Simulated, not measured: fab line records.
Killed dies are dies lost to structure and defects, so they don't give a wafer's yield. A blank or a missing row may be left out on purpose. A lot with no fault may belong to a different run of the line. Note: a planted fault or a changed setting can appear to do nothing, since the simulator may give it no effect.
What tool caused it? :: flow gf180mcu :: Sampling: 24 lots, 72 wafers, 4 of 602 route steps

WHAT THE GAUGES SHOWED, per wafer
GF_VT_IMPLANT_RS_MEAS_48: uses a four-point probe to measure. Usual: LVPWELL_RS typically reads 1203.2 ohm/sq, with standard deviation 2.7.
lot: L074
measured: day 7 11:16
on: filmMetro-03
LVPWELL_RS (ohm/sq): 1201.8 1202.7 1201.7
flag: 

lot: L075
measured: day 7 17:22
on: filmMetro-04
LVPWELL_RS (ohm/sq): 1205.1 1204.6 1200.6
flag: 

lot: L076
measured: day 8 01:24
on: filmMetro-01
LVPWELL_RS (ohm/sq): 1205.3 1205.3 1205.8
flag: 

lot: L077
measured: day 8 10:22
on: filmMetro-03
LVPWELL_RS (ohm/sq): 1204.0 1203.0 1203.3
flag: 

lot: L078
measured: day 8 16:46
on: filmMetro-03
LVPWELL_RS (ohm/sq): 1203.3 1202.5 1202.5
flag: 

lot: L079
measured: day 8 22:52
on: filmMetro-03
LVPWELL_RS (ohm/sq): 1207.6 1207.8 1204.9
flag: 

lot: L080
measured: day 9 06:16
on: filmMetro-01
LVPWELL_RS (ohm/sq): 1201.6 1201.4 1200.6
flag: 

lot: L081
measured: day 9 17:13
on: filmMetro-04
LVPWELL_RS (ohm/sq): 1203.7 1207.3 1203.6
flag: 

lot: L083
measured: day 10 00:04
on: filmMetro-01
LVPWELL_RS (ohm/sq): 1203.0 1200.7 1203.9
flag: 

lot: L082
measured: day 10 01:42
on: filmMetro-01
LVPWELL_RS (ohm/sq): 1198.9 1197.6 1197.7
flag: 

lot: L084
measured: day 10 17:22
on: filmMetro-04
LVPWELL_RS (ohm/sq): 1207.7 1205.0 1208.3
flag: 

lot: L085
measured: day 11 01:52
on: filmMetro-01
LVPWELL_RS (ohm/sq): 1202.8 1206.0 1205.3
flag: 

lot: L086
measured: day 11 03:40
on: filmMetro-04
LVPWELL_RS (ohm/sq): 1205.4 1207.4 1205.7
flag: 

lot: L087
measured: day 11 09:46
on: filmMetro-01
LVPWELL_RS (ohm/sq): 1197.7 1197.6 1197.0
flag: 

lot: L088
measured: day 11 17:25
on: filmMetro-03
LVPWELL_RS (ohm/sq): 1206.0 1205.3 1203.7
flag: 

lot: L089
measured: day 12 01:47
on: filmMetro-03
LVPWELL_RS (ohm/sq): 1204.3 1203.0 1204.3
flag: 

lot: L090
measured: day 12 03:48
on: filmMetro-01
LVPWELL_RS (ohm/sq): 1209.7 1200.0 1202.8
flag: 

lot: L091
measured: day 12 08:38
on: filmMetro-04
LVPWELL_RS (ohm/sq): 1203.7 1203.9 1202.8
flag: 

lot: L092
measured: day 12 14:35
on: filmMetro-04
LVPWELL_RS (ohm/sq): 1203.6 1202.8 1204.6
flag: 

lot: L093
measured: day 12 19:34
on: filmMetro-01
LVPWELL_RS (ohm/sq): 1204.5 1204.6 1203.3
flag: 

lot: L094
measured: day 13 10:26
on: filmMetro-01
LVPWELL_RS (ohm/sq): 1201.5 1201.1 1202.7
flag: 

lot: L095
measured: day 13 11:58
on: filmMetro-03
LVPWELL_RS (ohm/sq): 1202.2 1202.7 1202.9
flag: 

lot: L096
measured: day 13 17:45
on: filmMetro-01
LVPWELL_RS (ohm/sq): 1198.4 1199.7 1198.8
flag: 

lot: L097
measured: day 14 01:47
on: filmMetro-03
LVPWELL_RS (ohm/sq): 1203.0 1200.9 1199.3
flag: 

GF_V1_BOW_MEAS_05. Usual: V1_BOW typically reads 82 um, with standard deviation 8.
lot: L074
measured: day 17 00:20
on: filmMetro-04
V1_BOW (um): 70 79 79
flag: 

lot: L075
measured: day 17 08:17
on: filmMetro-02
V1_BOW (um): 88 82 78
flag: 

lot: L076
measured: day 17 15:43
on: filmMetro-02
V1_BOW (um): 78 90 74
flag: 

lot: L077
measured: day 18 04:32
on: filmMetro-04
V1_BOW (um): 87 70 80
flag: 

lot: L078
measured: day 18 12:08
on: filmMetro-02
V1_BOW (um): 74 83 78
flag: 

lot: L079
measured: day 19 01:28
on: filmMetro-01
V1_BOW (um): 89 90 81
flag: 

lot: L080
measured: day 19 09:20
on: filmMetro-04
V1_BOW (um): 82 83 78
flag: 

lot: L081
measured: day 19 22:03
on: filmMetro-02
V1_BOW (um): 74 91 74
flag: 

lot: L083
measured: day 20 08:45
on: filmMetro-04
V1_BOW (um): 84 92 88
flag: 

lot: L082
measured: day 20 14:13
on: filmMetro-04
V1_BOW (um): 81 83 82
flag: 

lot: L084
measured: day 21 09:01
on: filmMetro-02
V1_BOW (um): 77 74 69
flag: 

lot: L085
measured: day 21 20:01
on: filmMetro-02
V1_BOW (um): 70 74 84
flag: 

lot: L086
measured: day 21 23:21
on: filmMetro-01
V1_BOW (um): 91 80 100
flag: 

lot: L087
measured: day 22 07:06
on: filmMetro-01
V1_BOW (um): 82 81 76
flag: 

lot: L088
measured: day 22 15:50
on: filmMetro-02
V1_BOW (um): 78 84 84
flag: 

lot: L089
measured: day 23 03:49
on: filmMetro-01
V1_BOW (um): 82 92 77
flag: 

lot: L090
measured: day 23 08:07
on: filmMetro-01
V1_BOW (um): 85 75 87
flag: 

lot: L091
measured: day 23 08:52
on: filmMetro-01
V1_BOW (um): 81 79 95
flag: 

lot: L092
measured: day 23 19:21
on: filmMetro-02
V1_BOW (um): 99 89 92
flag: 

lot: L093
measured: day 23 21:22
on: filmMetro-02
V1_BOW (um): 83 83 74
flag: 

lot: L094
measured: day 24 15:04
on: filmMetro-01
V1_BOW (um): 76 84 78
flag: 

lot: L095
measured: day 24 15:42
on: filmMetro-04
V1_BOW (um): 84 75 82
flag: 

lot: L096
measured: day 24 20:49
on: filmMetro-02
V1_BOW (um): 82 76 78
flag: 

lot: L097
measured: day 25 05:46
on: filmMetro-01
V1_BOW (um): 93 106 107
flag: 

GF_V2_THK_MEAS_01. Usual: V2_CVD_00_THK typically reads 597 nm, with standard deviation 5.1.
lot: L074
measured: day 19 02:21
on: filmMetro-01
V2_CVD_00_THK (nm): 593 598 597
flag: 

lot: L075
measured: day 19 10:47
on: filmMetro-03
V2_CVD_00_THK (nm): 602 612 598
flag: 

lot: L076
measured: day 19 17:50
on: filmMetro-01
V2_CVD_00_THK (nm): 602 600 595
flag: 

lot: L077
measured: day 20 06:35
on: filmMetro-01
V2_CVD_00_THK (nm): 597 591 597
flag: 

lot: L078
measured: day 20 15:42
on: filmMetro-03
V2_CVD_00_THK (nm): 599 599 592
flag: 

lot: L079
measured: day 21 04:10
on: filmMetro-04
V2_CVD_00_THK (nm): 595 594 592
flag: 

lot: L080
measured: day 21 13:15
on: filmMetro-01
V2_CVD_00_THK (nm): 589 593 585
flag: 

lot: L081
measured: day 22 00:52
on: filmMetro-01
V2_CVD_00_THK (nm): 596 595 599
flag: 

lot: L083
measured: day 22 11:08
on: filmMetro-01
V2_CVD_00_THK (nm): 599 598 599
flag: 

lot: L082
measured: day 22 16:23
on: filmMetro-03
V2_CVD_00_THK (nm): 607 599 605
flag: 

lot: L084
measured: day 23 10:37
on: filmMetro-03
V2_CVD_00_THK (nm): 594 600 603
flag: 

lot: L085
measured: day 23 20:18
on: filmMetro-04
V2_CVD_00_THK (nm): 589 592 591
flag: 

lot: L086
measured: day 24 00:02
on: filmMetro-03
V2_CVD_00_THK (nm): 597 602 597
flag: 

lot: L087
measured: day 24 07:34
on: filmMetro-01
V2_CVD_00_THK (nm): 588 590 597
flag: 

lot: L088
measured: day 24 15:34
on: filmMetro-01
V2_CVD_00_THK (nm): 594 591 597
flag: 

lot: L089
measured: day 25 02:15
on: filmMetro-01
V2_CVD_00_THK (nm): 603 601 605
flag: 

lot: L090
measured: day 25 07:27
on: filmMetro-04
V2_CVD_00_THK (nm): 603 592 592
flag: 

lot: L091
measured: day 25 08:16
on: filmMetro-04
V2_CVD_00_THK (nm): 595 592 598
flag: 

lot: L092
measured: day 25 17:53
on: filmMetro-03
V2_CVD_00_THK (nm): 598 593 603
flag: 

lot: L093
measured: day 25 20:22
on: filmMetro-03
V2_CVD_00_THK (nm): 593 598 599
flag: 

lot: L094
measured: day 26 11:26
on: filmMetro-01
V2_CVD_00_THK (nm): 601 601 601
flag: 

lot: L095
measured: day 26 12:33
on: filmMetro-03
V2_CVD_00_THK (nm): 597 592 594
flag: 

lot: L096
measured: day 26 18:16
on: filmMetro-01
V2_CVD_00_THK (nm): 604 609 608
flag: 

lot: L097
measured: day 27 02:58
on: filmMetro-04
V2_CVD_00_THK (nm): 610 607 604
flag: 

EACH LOT AND THE TOOL THAT RAN IT (in order: tool; ch and the chambers of the sampled wafers; start)
lot: L074
GF_M2_SPUTTER_04: pvdSputter-01, day 18 01:13

lot: L075
GF_M2_SPUTTER_04: pvdSputter-01, day 18 09:28

lot: L076
GF_M2_SPUTTER_04: pvdSputter-01, day 18 17:01

lot: L077
GF_M2_SPUTTER_04: pvdSputter-02, day 19 05:29

lot: L078
GF_M2_SPUTTER_04: pvdSputter-02, day 19 14:06

lot: L079
GF_M2_SPUTTER_04: pvdSputter-02, day 20 03:40

lot: L080
GF_M2_SPUTTER_04: pvdSputter-04, day 20 11:50

lot: L081
GF_M2_SPUTTER_04: pvdSputter-02, day 21 00:05

lot: L083
GF_M2_SPUTTER_04: pvdSputter-01, day 21 10:56

lot: L082
GF_M2_SPUTTER_04: pvdSputter-04, day 21 16:44

lot: L084
GF_M2_SPUTTER_04: pvdSputter-04, day 22 10:29

lot: L085
GF_M2_SPUTTER_04: pvdSputter-02, day 22 21:01

lot: L086
GF_M2_SPUTTER_04: pvdSputter-04, day 23 00:23

lot: L087
GF_M2_SPUTTER_04: pvdSputter-02, day 23 08:14

lot: L088
GF_M2_SPUTTER_04: pvdSputter-02, day 23 16:39

lot: L089
GF_M2_SPUTTER_04: pvdSputter-04, day 24 03:48

lot: L090
GF_M2_SPUTTER_04: pvdSputter-02, day 24 07:42

lot: L091
GF_M2_SPUTTER_04: pvdSputter-01, day 24 09:18

lot: L092
GF_M2_SPUTTER_04: pvdSputter-02, day 24 19:08

lot: L093
GF_M2_SPUTTER_04: pvdSputter-02, day 24 21:34

lot: L094
GF_M2_SPUTTER_04: pvdSputter-04, day 25 14:17

lot: L095
GF_M2_SPUTTER_04: pvdSputter-02, day 25 15:16

lot: L096
GF_M2_SPUTTER_04: pvdSputter-04, day 25 20:48

lot: L097
GF_M2_SPUTTER_04: pvdSputter-04, day 26 05:15
- GF_M2_SPUTTER_04: material TiN, target thk 50 nm, time 41.7 s.

WHAT THE TOOLS THEMSELVES READ (means of the sampled wafers that have a number; where no wafer has one, the mark that the record gives instead)
GF_M2_SPUTTER_04. Usual: cathodeDcPowerW 6500.0 W, standard deviation 1.2; throttleValvePct 30.3 %, standard deviation 1.1.
lot: L074
tool: pvdSputter-01
cathodeDcPowerW (W): 6500.2
throttleValvePct (%): 29.8
flag: 

lot: L075
tool: pvdSputter-01
cathodeDcPowerW (W): 6499.5
throttleValvePct (%): 30.1
flag: 

lot: L076
tool: pvdSputter-01
cathodeDcPowerW (W): 6500.1
throttleValvePct (%): 29.2
flag: 

lot: L077
tool: pvdSputter-02
cathodeDcPowerW (W): 6500.3
throttleValvePct (%): 30.5
flag: 

lot: L078
tool: pvdSputter-02
cathodeDcPowerW (W): 6501.2
throttleValvePct (%): 30.7
flag: 

lot: L079
tool: pvdSputter-02
cathodeDcPowerW (W): 6499.9
throttleValvePct (%): 30.7
flag: 

lot: L080
tool: pvdSputter-04
cathodeDcPowerW (W): 6499.0
throttleValvePct (%): 29.9
flag: 

lot: L081
tool: pvdSputter-02
cathodeDcPowerW (W): 6500.8
throttleValvePct (%): 30.7
flag: 

lot: L083
tool: pvdSputter-01
cathodeDcPowerW (W): 6499.8
throttleValvePct (%): 29.9
flag: 

lot: L082
tool: pvdSputter-04
cathodeDcPowerW (W): 6498.7
throttleValvePct (%): 29.9
flag: 

lot: L084
tool: pvdSputter-04
cathodeDcPowerW (W): 6499.5
throttleValvePct (%): 29.6
flag: 

lot: L085
tool: pvdSputter-02
cathodeDcPowerW (W): 6499.6
throttleValvePct (%): 31.2
flag: 

lot: L086
tool: pvdSputter-04
cathodeDcPowerW (W): 6500.7
throttleValvePct (%): 29.3
flag: 

lot: L087
tool: pvdSputter-02
cathodeDcPowerW (W): 6500.8
throttleValvePct (%): 31.0
flag: 

lot: L088
tool: pvdSputter-02
cathodeDcPowerW (W): 6500.5
throttleValvePct (%): 30.8
flag: 

lot: L089
tool: pvdSputter-04
cathodeDcPowerW (W): 6500.8
throttleValvePct (%): 30.0
flag: 

lot: L090
tool: pvdSputter-02
cathodeDcPowerW (W): 6499.6
throttleValvePct (%): 31.2
flag: 

lot: L091
tool: pvdSputter-01
cathodeDcPowerW (W): 6499.8
throttleValvePct (%): 29.9
flag: 

lot: L092
tool: pvdSputter-02
cathodeDcPowerW (W): 6500.3
throttleValvePct (%): 30.5
flag: 

lot: L093
tool: pvdSputter-02
cathodeDcPowerW (W): 6498.8
throttleValvePct (%): 30.6
flag: 

lot: L094
tool: pvdSputter-04
cathodeDcPowerW (W): 6499.1
throttleValvePct (%): 29.3
flag: 

lot: L095
tool: pvdSputter-02
cathodeDcPowerW (W): 6500.0
throttleValvePct (%): 31.0
flag: 

lot: L096
tool: pvdSputter-04
cathodeDcPowerW (W): 6499.3
throttleValvePct (%): 29.3
flag: 

lot: L097
tool: pvdSputter-04
cathodeDcPowerW (W): 6500.8
throttleValvePct (%): 29.4
flag: 

THE ANSWER, worked out from the rows above alone
Rule: a lot is off if the mean of its wafers that have a number lies more than 3 standard deviations from the usual mean. A lot without any number at a reading at which 4 lots or more have one is off too. Where the step has rows for the other lots, those lots are counted as sound. The gauges are gone through in route order, then the tools' own readings, and for those a lot's mean is taken as printed above. At the first step where some lot is off, the reading lying furthest off is the one used; lots without a number count as furthest.
No lot is off at any reading shown: from this, nothing can be told.

WHAT WAS PUT IN BY THE SIMULATOR
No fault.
